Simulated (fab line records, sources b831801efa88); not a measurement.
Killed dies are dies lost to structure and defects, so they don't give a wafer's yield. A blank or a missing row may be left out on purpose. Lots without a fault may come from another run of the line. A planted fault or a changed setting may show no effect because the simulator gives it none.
A struck lot beside a sound one | flow sky130 | 15 steps out of a route of 708
Sound: wafers L719.1, L719.3, L719.6. Struck: wafers L727.2, L727.3, L727.6. The cause comes at the end.
At each step with rows: each side's tool, then ch and its chambers, then its first start. Under that, the readings that differ: sound wafers | struck wafers | difference of the means | sigmas: that difference in standard deviations of wafers without a fault.
alike: readings whose means differ by less than 2 such deviations, and words and numbers that are the same on both sides. not compared: withheld readings, readings that some wafer has no value for, bounds like >300 that may hide the same value, and numbers for which the record gives no deviation and whose values overlap.
The two part at a step that has a row with sigmas, a row that says differs or no value, or rows on one side only. Numbers that don't overlap but have no deviation are shown without sigmas and don't part them. A reading that every wafer of one side lacks parts them only if that side has two wafers or more.

first, 1 step without rows for these wafers: SKY_PASSIVATION_DEVELOP_10 (develop time 60 s).
SKY_PASSIVATION_ETCH_11: etches the open film in CF4/O2, stops on AlCu, target depth 725 nm, time 161.1 s.
  sound on rie_diel-04 ch 0,1,3, day 44 08:03; struck on rie_diel-02 ch 1,2,3, day 47 01:55
  alike: drypump_motor_current_A, oes_product_au, throttle_valve_pct
  not compared: rf_hours_counter_h
SKY_PASSIVATION_STRIP_12: strips in O2/N2.
  sound on plasma_asher-01 ch 0,1, day 44 08:10; struck on plasma_asher-01 ch 0,1, day 47 02:02
  alike: drypump_motor_current_A, oes_product_au, strip_time_to_endpoint_s
  not compared: rf_hours_counter_h
then, 7 steps without rows for these wafers: SKY_PAD_OPEN_DEHYDRATE_00 (time 60 s); SKY_PAD_OPEN_HMDS_01 (prime time 60 s); SKY_PAD_OPEN_COAT_02 (resist thk 3000 nm); SKY_PAD_OPEN_SOFTBAKE_03; SKY_PAD_OPEN_EXPOSE_04 (exposes mask PDM, target cd 60000 nm); SKY_PAD_OPEN_PEB_05; SKY_PAD_OPEN_DEVELOP_06 (develop time 60 s).
SKY_PAD_OPEN_ETCH_07: etches the open film in CF4/O2, stops on AlCu, target depth 725 nm, time 161.1 s.
  sound on rie_diel-03 ch 0,1,3, day 45 05:22; struck on rie_diel-03 ch 1,2,3, day 47 20:37
  alike: drypump_motor_current_A, oes_product_au, throttle_valve_pct
  not compared: rf_hours_counter_h
SKY_PAD_OPEN_STRIP_08: strips in O2/N2.
  sound on plasma_asher-01 ch 1, day 45 05:28; struck on plasma_asher-04 ch 0,1, day 47 20:43
  reading                     | sound       | struck      | difference | sigmas
  drypump_motor_current_A (A) | 5.0 5.0 5.0 | 6.6 6.6 5.4 | +1.2       | +3
  alike: oes_product_au
  not compared: rf_hours_counter_h
SKY_PAD_OPEN_STRIP_09: strips in post etch residue remover, time 1200 s.
  sound on wet_bench-03 ch 1, day 45 05:35; struck on wet_bench-03 ch 1, day 47 20:49
  reading          | sound          | struck         | difference | sigmas
  run_length_s (s) | 1235 1235 1235 | 1375 1375 1375 | +140       | +42
then, 1 step without rows for these wafers: SKY_PAD_OPEN_CLEAN_10 (cleans in IPA, time 180 s).
SKY_PAD_OPEN_PROBE_99:
  sound on prober-02, day 45 08:59; struck on prober-01, day 47 23:01
  alike: defect_limited_yield, killed_at_M0_to_M3, killed_at_M4_up, killed_at_contacts, killed_at_front_end, killed_dies, killed_open, killed_short, sort_bin_3_pad_short, sort_bin_5_function, sort_bin_6_memory, sort_n_pass, sort_yield_pct

WHERE THEY PART
First at SKY_PAD_OPEN_STRIP_08; last, within this record, at SKY_PAD_OPEN_STRIP_09. Later steps at which nothing parts them and some readings are alike: SKY_PAD_OPEN_PROBE_99.

WHY: what the simulator had put in
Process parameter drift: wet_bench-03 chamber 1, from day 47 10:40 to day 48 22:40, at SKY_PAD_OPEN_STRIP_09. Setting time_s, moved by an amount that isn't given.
